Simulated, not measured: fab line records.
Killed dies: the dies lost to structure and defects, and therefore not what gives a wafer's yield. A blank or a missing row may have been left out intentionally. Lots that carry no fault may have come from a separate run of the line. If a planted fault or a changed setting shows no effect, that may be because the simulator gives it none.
The tool behind it: which one? ; flow sky130 ; 11 lots with 33 wafers sampled at 3 steps, on a route of 708 steps

WHAT EACH GAUGE READ, for each wafer
SKY_LDD_N_OVL_MEAS_07.
lot;measured;on;LDD_N_OVL (nm)
L870;day 17 17:17;overlay-01;-0.6 -0.9 -0.8
L872;day 18 07:36;overlay-01;-1.4 -2.7 0.2
L873;day 18 15:42;overlay-02;-1.0 2.2 0.6
L874;day 18 23:02;overlay-02;-3.7 -1.0 -2.9
L875;day 19 08:48;overlay-01;-1.4 -0.5 -2.2
L877;day 20 12:23;overlay-02;-1.6 -1.9 -1.6
L881;day 22 19:00;overlay-02;-1.8 -1.0 -1.2
L883;day 23 15:18;overlay-02;-1.2 -2.2 -2.6
L889;day 24 22:44;overlay-01;-2.2 -2.6 -3.5
L891;day 25 04:57;overlay-01;-1.9 -0.6 -1.1
L892;day 25 18:13;overlay-01;-0.3 -1.3 -0.7

WHAT TOOL EACH LOT RAN ON (gives the tool, then ch and the chambers of the sampled wafers, and finally the start)
lot;SKY_POLY_GATE_ETCH_17;SKY_POLY_GATE_STRIP_18
L870;rie si-02 ch 0,1,2, day 16 08:32;plasma asher-02 ch 0,1, day 16 08:35
L872;rie si-02 ch 1,2,3, day 17 00:35;plasma asher-01 ch 0,1, day 17 00:38
L873;rie si-02 ch 0,3, day 17 07:53;plasma asher-03 ch 0,1, day 17 07:56
L874;rie si-01 ch 0,1, day 17 14:52;plasma asher-02 ch 0,1, day 17 14:55
L875;rie si-02 ch 0,1,2, day 18 00:44;plasma asher-02 ch 0,1, day 18 00:47
L877;rie si-02 ch 1,2,3, day 19 02:29;plasma asher-02 ch 0, day 19 02:32
L881;rie si-02 ch 2,3, day 21 11:07;plasma asher-02 ch 0, day 21 11:10
L883;rie si-02 ch 0,1, day 22 08:14;plasma asher-02 ch 0,1, day 22 08:19
L889;rie si-01 ch 0,1,3, day 23 14:54;plasma asher-03 ch 0,1, day 23 14:58
L891;rie si-01 ch 1,2, day 23 22:10;plasma asher-02 ch 0, day 23 22:13
L892;rie si-02 ch 1,2,3, day 24 11:58;plasma asher-01 ch 1, day 24 12:01
- SKY_POLY_GATE_ETCH_17: etches poly-Si in HBr/Cl2, stops on SiO2, target depth 180 nm, time 70.5 s.
- SKY_POLY_GATE_STRIP_18: strips in O2/N2.

THE ANSWER, worked out from the rows above alone
Rule: what is usual is taken from the lots themselves. The widest of any qualifying gaps counts: lots, ordered by their means at a reading, are off when they make up no more than a third of the lots, leave a main group of 4 or more, and stand apart from it by 3 or more times the standard deviation of that group's means. If all means in a main group match to the digits the tables above print for the reading, that group is not used. A lot without any number at a reading at which 4 lots or more have one is off too. The other lots that the step has rows for count as sound.
No lot is off on any of the readings shown, so nothing can be concluded from this.

WHAT THE SIMULATOR PUT IN
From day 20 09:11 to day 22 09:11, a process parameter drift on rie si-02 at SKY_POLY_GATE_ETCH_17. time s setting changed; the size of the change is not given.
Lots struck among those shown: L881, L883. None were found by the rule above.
